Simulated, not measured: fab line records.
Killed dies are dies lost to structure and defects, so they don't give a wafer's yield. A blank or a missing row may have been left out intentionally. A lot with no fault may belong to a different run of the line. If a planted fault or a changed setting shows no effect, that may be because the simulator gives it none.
Problem report, 8D (eight disciplines) form, completed by code | flow sky130 | the parts of the form that need people (team, actions taken, sign-off) are left out

## 1. PROBLEM STATEMENT
At SKY_VIA1_ETCH_14, biasW averages 104.02 W over 6 wafers from 2 lots, while fault-free wafers read 100.04 W, standard deviation 0.29. Relative to the usual mean, that is a shift of +14 standard deviations.
The step: etches BARC in N2/H2, stops on SiO2, time 45.9 s, target depth 60 nm.
Earliest sighting: wafer L460.2 on rieDiel-02 at day 39 04:26. At this step, 36 wafers from 12 lots have a number in the record. Rule for "out", or "out of limits": more than 4 standard deviations from the usual mean. All remaining wafers that have a number are taken as sound.

## 2. WHAT IT IS, AND WHAT IT ISN'T
question                    | is                     | is not
which readings at this step | biasW                  | drypumpMotorCurrentA, oesProductAu, throttleValvePct
which lots                  | L460, L461             | L445, L447, L449, L450, L451, L452, L454, L455, L456, L468
which wafers of those lots  | all that have a number | -
read on which tools         | rieDiel-02             | rieDiel-01, rieDiel-04
when                        | from day 39 04:26      | up to then (27 sound wafers); but 3 sound wafers of L468 came after

## 3. WHAT RULES OUT EACH SUSPECT
Counting: a tool at any process step up to the reading remains a suspect when it ran all the lots that are out and ran no sound lot after the first of those.
- rieDiel-02 at SKY_VIA1_ETCH_14 (etches BARC in N2/H2, stops on SiO2, time 45.9 s, target depth 60 nm): kept. Every lot that is out went through it, starting with L460 (day 39 04:26), and after that it ran no sound lot; the last sound lot it ran before then is L456 (day 37 23:56). On those wafers its own readings are out: biasW.
After counting, what remains is rieDiel-02 at SKY_VIA1_ETCH_14.

## 4. THE CAUSE (what the simulator had put in)
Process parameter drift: rieDiel-02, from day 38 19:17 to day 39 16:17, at SKY_VIA1_ETCH_14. Setting biasW shifted by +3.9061 from 100. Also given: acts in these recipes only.
Counting left only this tool.

## 5. THE CHAIN OF EFFECTS, in route order
Each row: a reading where the mean over the struck wafers with a number is more than 3 standard deviations away from the usual. Readings are gone through only where the record gives a usual standard deviation; hours: the median, over the lots, of the time from a lot's start at the first step in this table giving one to that lot's start at this step; sigmas: the change measured in usual standard deviations.
hours | step             | reading | usual    | on struck wafers | change | sigmas
0     | SKY_VIA1_ETCH_14 | biasW   | 100.04 W | 104.02           | +3.97  | +14
The process steps in it:
- SKY_VIA1_ETCH_14: etches BARC in N2/H2, stops on SiO2, time 45.9 s, target depth 60 nm.
At these later measuring or inspecting steps, every struck wafer for which the step has a row has a number for every such reading, and none has moved that far: SKY_VIA1_THK_MEAS_23.

## 6. WHAT WOULD HAVE CAUGHT IT SOONER
9 hours passed between the start of the fault at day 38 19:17 and the first reading out of limits in this record, taken at day 39 04:26.
